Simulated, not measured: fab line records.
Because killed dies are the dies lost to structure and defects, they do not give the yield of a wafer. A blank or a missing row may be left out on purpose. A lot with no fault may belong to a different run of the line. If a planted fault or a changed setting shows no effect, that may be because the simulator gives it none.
What tool caused it? -- flow gf180mcu -- 13 lots with 39 wafers sampled at 5 steps, on a route of 602 steps

== WHAT THE GAUGES READ, wafer by wafer ==
GF_POLY_GATE_CD_MEAS_18.
lot,measured,on,cd-nm (nm)
L272,day 9 02:08,cd-sem-02,280.3 277.4 283.4
L275,day 10 00:04,cd-sem-01,276.5 280.1 281.2
L276,day 10 13:58,cd-sem-01,283.4 279.8 283.0
L278,day 11 00:46,cd-sem-02,278.7 280.7 282.8
L277,day 11 01:14,cd-sem-01,278.5 278.2 277.2
L279,day 11 08:52,cd-sem-02,282.9 279.7 279.2
L280,day 11 16:25,cd-sem-02,281.4 280.3 279.8
L282,day 12 06:04,cd-sem-02,280.6 283.6 279.5
L286,day 13 10:05,cd-sem-01,279.6 279.4 283.4
L288,day 13 22:40,cd-sem-01,277.0 277.3 282.4
L292,day 15 04:08,cd-sem-02,285.9 284.0 282.1
L293,day 15 12:02,cd-sem-02,276.2 278.9 278.8
L294,day 15 19:37,cd-sem-01,276.0 275.2 281.3

GF_HV_LDD_CD_MEAS_19: target cd 400 nm.
lot,measured,on,cd-nm (nm)
L272,day 10 13:02,cd-sem-02,398.1 396.1 397.0
L275,day 11 13:26,cd-sem-01,400.5 401.0 400.7
L276,day 12 04:13,cd-sem-01,400.3 399.5 399.9
L278,day 12 15:41,cd-sem-02,402.3 401.5 401.6
L277,day 12 16:23,cd-sem-01,404.1 402.8 404.6
L279,day 13 00:07,cd-sem-01,398.1 397.2 398.7
L280,day 13 08:14,cd-sem-01,404.2 401.5 403.8
L282,day 13 22:28,cd-sem-02,400.2 400.1 400.7
L286,day 15 03:55,cd-sem-01,401.9 402.2 402.0
L288,day 15 17:13,cd-sem-02,400.8 398.9 400.0
L292,day 16 23:49,cd-sem-02,398.5 400.7 401.2
L293,day 17 08:40,cd-sem-02,401.6 398.7 399.5
L294,day 17 17:02,cd-sem-01,402.9 404.1 402.5

GF_HV_LDD_CD_MEAS_46: target cd 400 nm.
lot,measured,on,cd-nm (nm)
L272,day 12 03:08,cd-sem-01,399.5 400.9 401.4
L275,day 13 05:45,cd-sem-01,400.4 401.0 400.2
L276,day 13 21:32,cd-sem-02,397.6 396.9 398.6
L278,day 14 09:01,cd-sem-02,401.0 402.2 402.9
L277,day 14 09:45,cd-sem-02,403.5 401.8 402.2
L279,day 14 19:11,cd-sem-02,403.1 400.9 400.7
L280,day 15 02:13,cd-sem-02,398.5 400.5 401.3
L282,day 15 18:07,cd-sem-02,403.6 401.0 404.3
L286,day 17 00:02,cd-sem-01,367.6 367.6 367.9
L288,day 17 15:04,cd-sem-01,367.8 368.6 367.5
L292,day 18 23:58,cd-sem-02,397.3 398.5 398.6
L293,day 19 09:29,cd-sem-01,404.9 404.3 405.9
L294,day 19 17:20,cd-sem-01,398.1 398.2 400.4

== WHICH TOOL RAN EACH LOT (tool, then ch and the chambers of the sampled wafers, then the start) ==
lot,GF_HV_LDD_STRIP_10,GF_HV_LDD_EXPOSE_43
L272,"plasma-asher-02 ch 0,1, day 9 18:58","iline-stepper-01 ch 0, day 11 17:32"
L275,"plasma-asher-01 ch 0,1, day 10 18:36","iline-stepper-02 ch 0, day 12 20:00"
L276,"plasma-asher-02 ch 1, day 11 09:07","iline-stepper-01 ch 0, day 13 11:11"
L278,"plasma-asher-01 ch 0,1, day 11 19:58","iline-stepper-01 ch 0, day 13 22:44"
L277,"plasma-asher-01 ch 0,1, day 11 20:42","iline-stepper-02 ch 0, day 13 23:35"
L279,"plasma-asher-03 ch 0,1, day 12 04:18","iline-stepper-02 ch 0, day 14 08:26"
L280,"plasma-asher-02 ch 0,1, day 12 12:12","iline-stepper-02 ch 0, day 14 15:49"
L282,"plasma-asher-01 ch 0,1, day 13 02:17","iline-stepper-02 ch 0, day 15 07:04"
L286,"plasma-asher-03 ch 0,1, day 14 06:46","iline-stepper-02 ch 0, day 16 13:37"
L288,"plasma-asher-01 ch 0,1, day 14 19:49","iline-stepper-02 ch 0, day 17 03:56"
L292,"plasma-asher-03 ch 0,1, day 16 01:51","iline-stepper-01 ch 0, day 18 12:01"
L293,"plasma-asher-03 ch 1, day 16 10:11","iline-stepper-01 ch 0, day 18 21:59"
L294,"plasma-asher-02 ch 0,1, day 16 18:44","iline-stepper-01 ch 0, day 19 05:18"
- GF_HV_LDD_STRIP_10: strips in O2/N2.
- GF_HV_LDD_EXPOSE_43: exposes mask Pplus HV AREA, target cd 400 nm.

== AS READ BY THE TOOLS THEMSELVES (means over the sampled wafers that have a number; for cases with no such wafer, the mark the record gives instead) ==
GF_HV_LDD_STRIP_10.
lot,tool,drypump-motor-current-A (A),heater-power-w (W),o2-flow-sccm (sccm),oes-product-au (a.u.),strip-time-to-endpoint-s (s)
L272,plasma-asher-02,5.5,318,2997,0.718,12.63
L275,plasma-asher-01,5.1,312,3004,0.711,12.64
L276,plasma-asher-02,5.3,311,2990,0.717,12.66
L278,plasma-asher-01,5.2,295,2986,0.718,12.64
L277,plasma-asher-01,5.1,309,2997,0.717,12.64
L279,plasma-asher-03,5.9,363,2998,0.713,12.61
L280,plasma-asher-02,5.4,314,2994,0.716,12.66
L282,plasma-asher-01,5.1,298,2996,0.717,12.64
L286,plasma-asher-03,5.9,359,3001,0.715,12.59
L288,plasma-asher-01,5.1,313,3005,0.718,12.65
L292,plasma-asher-03,5.9,355,3003,0.710,12.64
L293,plasma-asher-03,5.9,336,2994,0.713,12.60
L294,plasma-asher-02,5.5,319,2997,0.716,12.66

GF_HV_LDD_EXPOSE_43.
lot,tool,exposure-dose-mJ-cm2
L272,iline-stepper-01,139.92
L275,iline-stepper-02,139.98
L276,iline-stepper-01,140.01
L278,iline-stepper-01,140.03
L277,iline-stepper-02,140.14
L279,iline-stepper-02,140.00
L280,iline-stepper-02,139.96
L282,iline-stepper-02,139.90
L286,iline-stepper-02,124.22
L288,iline-stepper-02,123.96
L292,iline-stepper-01,139.97
L293,iline-stepper-01,139.98
L294,iline-stepper-01,140.06

== THE ANSWER, worked out from the rows above alone ==
Rule: usual is defined by the lots themselves. The widest of any qualifying gaps counts: lots, ordered by their means at a reading, are off when they make up no more than a third of the lots, leave a main group of 4 or more, and stand apart from it by 3 or more times the standard deviation of that group's means. The tables above print the reading to a certain number of digits; a main group whose means all agree to those digits is not used. Also off: a lot with no number at a reading for which 4 or more lots have one. All remaining lots with rows at the step are treated as sound. The gauges are gone through in route order, then the tools' own readings, and for those a lot's mean is taken as printed above. At the first step where some lot is off, the reading lying furthest off is the one used; lots without a number count as furthest.
Off, at GF_HV_LDD_CD_MEAS_46 on cd-nm: L286, L288. Main group: mean 400.9 nm, sd 2.1.
If a tool, at a process step before that reading, ran all the lots that are off and no sound lot after the first of them, it fits. Not tried: the gauges at GF_HV_LDD_CD_MEAS_46; whatever is off there is also off at GF_HV_LDD_EXPOSE_43, on other tools, and gauge error can't account for it. One fits: GF_HV_LDD_EXPOSE_43 on iline-stepper-02. A fault onset in the window from L282 (day 15 07:04, its last sound lot) to L286 (day 16 13:37, its first lot off) fits.
The tool's own readings at GF_HV_LDD_EXPOSE_43 bear it out: on the lots that are off they differ by more than 5 times the standard deviation of the sound lots' means. exposure-dose-mJ-cm2 reads 124.09 there against 140.00 on the sound lots.

== WHAT THE SIMULATOR HAD PUT IN ==
Process parameters drifting: iline-stepper-02 at GF_HV_LDD_EXPOSE_43, beginning at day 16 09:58. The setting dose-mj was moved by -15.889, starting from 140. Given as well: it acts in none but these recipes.
Lots struck among those shown: L286, L288. The rule given above showed the same thing.
